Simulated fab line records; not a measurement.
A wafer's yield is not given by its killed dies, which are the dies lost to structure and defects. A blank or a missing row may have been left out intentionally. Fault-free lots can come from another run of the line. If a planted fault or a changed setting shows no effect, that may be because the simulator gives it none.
The tool behind it: which one? -- flow sky130 -- 13 lots with 39 wafers sampled at 5 steps, on a route of 708 steps

## WHAT EACH GAUGE READ, for each wafer
SKY_GATE_OXIDE_TW_MEAS_14.
lot,measured,on,GATE_OXIDE_TW
L554,day 13 17:39,film metro-02,224.9 225.6 224.1
L556,day 14 13:11,film metro-04,225.3 226.5 225.9
L561,day 16 06:58,film metro-03,221.5 222.1 221.8
L560,day 16 07:50,film metro-02,224.5 224.5 223.8
L562,day 16 19:43,film metro-03,222.3 222.1 223.1
L563,day 17 01:23,film metro-04,224.6 224.4 225.3
L568,day 18 13:19,film metro-03,221.5 222.0 221.7
L569,day 19 03:05,film metro-02,223.5 224.1 224.4
L570,day 19 11:44,film metro-02,224.2 225.2 223.6
L572,day 20 05:41,film metro-02,222.2 222.1 223.6
L574,day 20 21:13,film metro-03,221.2 222.5 221.5
L576,day 21 12:50,film metro-03,221.0 222.3 223.2
L577,day 21 16:21,film metro-03,221.9 221.1 221.9

SKY_POLY_GATE_THK_MEAS_04.
lot,measured,on,POLY_GATE_CVD_03_THK (nm)
L554,day 15 05:37,film metro-02,75.6 75.5 75.8
L556,day 15 23:51,film metro-03,75.4 74.9 74.8
L561,day 18 00:58,film metro-03,75.5 75.5 75.9
L560,day 18 00:58,film metro-02,75.1 74.9 75.2
L562,day 18 07:26,film metro-01,75.5 75.5 75.2
L563,day 18 12:55,film metro-02,75.8 75.8 76.6
L568,day 20 02:11,film metro-03,75.2 75.8 75.8
L569,day 20 15:10,film metro-03,73.0 74.2 74.1
L570,day 20 22:50,film metro-02,74.5 74.9 74.6
L572,day 21 16:43,film metro-03,73.7 73.6 73.5
L574,day 22 09:47,film metro-02,73.9 74.1 74.0
L576,day 23 01:07,film metro-01,74.2 74.1 74.3
L577,day 23 05:01,film metro-01,75.0 74.7 74.5

SKY_LDD_HVN_TW_MEAS_10.
lot,measured,on,LDD_HVN_TW
L554,day 20 11:56,film metro-02,1420 1424 1434
L556,day 21 03:11,film metro-01,1450 1452 1448
L561,day 23 08:41,film metro-03,1414 1416 1413
L560,day 23 07:29,film metro-02,1421 1433 1438
L562,day 23 14:28,film metro-02,1426 1425 1431
L563,day 23 18:55,film metro-03,1426 1425 1407
L568,day 25 06:31,film metro-02,1431 1432 1431
L569,day 26 02:17,film metro-01,1429 1439 1426
L570,day 26 02:35,film metro-03,1425 1428 1421
L572,day 26 18:02,film metro-01,1440 1446 1430
L574,day 27 13:35,film metro-02,1434 1432 1435
L576,day 27 23:17,film metro-01,1439 1436 1441
L577,day 28 05:35,film metro-01,1438 1449 1440

SKY_LDD_HVP_TW_MEAS_10.
lot,measured,on,LDD_HVP_TW
L554,day 21 18:50,film metro-03,453 453 452
L556,day 22 09:59,film metro-03,452 451 449
L561,day 24 14:41,film metro-03,448 447 452
L560,day 24 13:47,film metro-01,444 443 445
L562,day 24 19:46,film metro-04,440 443 442
L563,day 25 00:16,film metro-01,445 445 445
L568,day 26 11:31,film metro-04,458 458 458
L569,day 27 06:05,film metro-03,455 454 453
L570,day 27 06:41,film metro-01,456 457 456
L572,day 27 22:38,film metro-04,458 458 458
L574,day 28 17:16,film metro-01,456 457 460
L576,day 29 04:05,film metro-01,456 458 457
L577,day 29 09:18,film metro-04,459 456 459

## WHICH TOOL RAN EACH LOT (tool, then ch and the chambers of the sampled wafers, then the start)
lot,SKY_LDD_HVP_IMPLANT_08
L554,"implanter-02 ch 0, day 21 18:35"
L556,"implanter-04 ch 0, day 22 09:46"
L561,"implanter-02 ch 0, day 24 14:28"
L560,"implanter-04 ch 0, day 24 13:32"
L562,"implanter-04 ch 0, day 24 19:32"
L563,"implanter-04 ch 0, day 25 00:04"
L568,"implanter-02 ch 0, day 26 11:19"
L569,"implanter-01 ch 0, day 27 05:52"
L570,"implanter-02 ch 0, day 27 06:26"
L572,"implanter-01 ch 0, day 27 22:23"
L574,"implanter-04 ch 0, day 28 17:02"
L576,"implanter-01 ch 0, day 29 03:51"
L577,"implanter-01 ch 0, day 29 09:03"
- SKY_LDD_HVP_IMPLANT_08

## AS READ BY THE TOOLS THEMSELVES (means over the sampled wafers that have a number; for cases with no such wafer, the mark the record gives instead)
SKY_LDD_HVP_IMPLANT_08.
lot,tool,dose ions cm2,faraday current uA
L554,implanter-02,1.7003e+13,95.1
L556,implanter-04,1.6991e+13,94.7
L561,implanter-02,1.7011e+13,96.7
L560,implanter-04,1.5379e+13,86.8
L562,implanter-04,1.5390e+13,85.8
L563,implanter-04,1.5387e+13,86.1
L568,implanter-02,1.6988e+13,96.1
L569,implanter-01,1.6986e+13,97.6
L570,implanter-02,1.7000e+13,98.4
L572,implanter-01,1.7004e+13,95.0
L574,implanter-04,1.6993e+13,94.4
L576,implanter-01,1.6999e+13,95.8
L577,implanter-01,1.6990e+13,96.2

## THE ANSWER, worked out from the rows above alone
Rule: the usual values come from the lots themselves. Put in order of their means at a reading, lots are off if they are a third of the lots or fewer, leave a main group of 4 or more, and stand apart from it by a gap of 3 or more times the standard deviation of the main group's means; of several such gaps the widest counts. A main group is skipped when, at the precision printed for the reading in the tables above, its means are all equal. A lot without any number at a reading at which 4 lots or more have one is off too. Any other lot the step has rows for is counted as sound. First the gauges in route order, then the tools' own readings, where a lot's mean is used as printed above. The first step at which some lot is off is used, and at that step the reading that is off furthest; a lot without a number counts as furthest.
Off at SKY_LDD_HVP_IMPLANT_08 (dose ions cm2): L560, L562, L563. The main group: mean 1.6996e+13, standard deviation 7.7e+09.
If a tool, at that step or one of the process steps before it, ran each lot that is off and ran no sound lot following the first of them, it fits. No candidate that was tried fits.

## WHAT THE SIMULATOR PUT IN
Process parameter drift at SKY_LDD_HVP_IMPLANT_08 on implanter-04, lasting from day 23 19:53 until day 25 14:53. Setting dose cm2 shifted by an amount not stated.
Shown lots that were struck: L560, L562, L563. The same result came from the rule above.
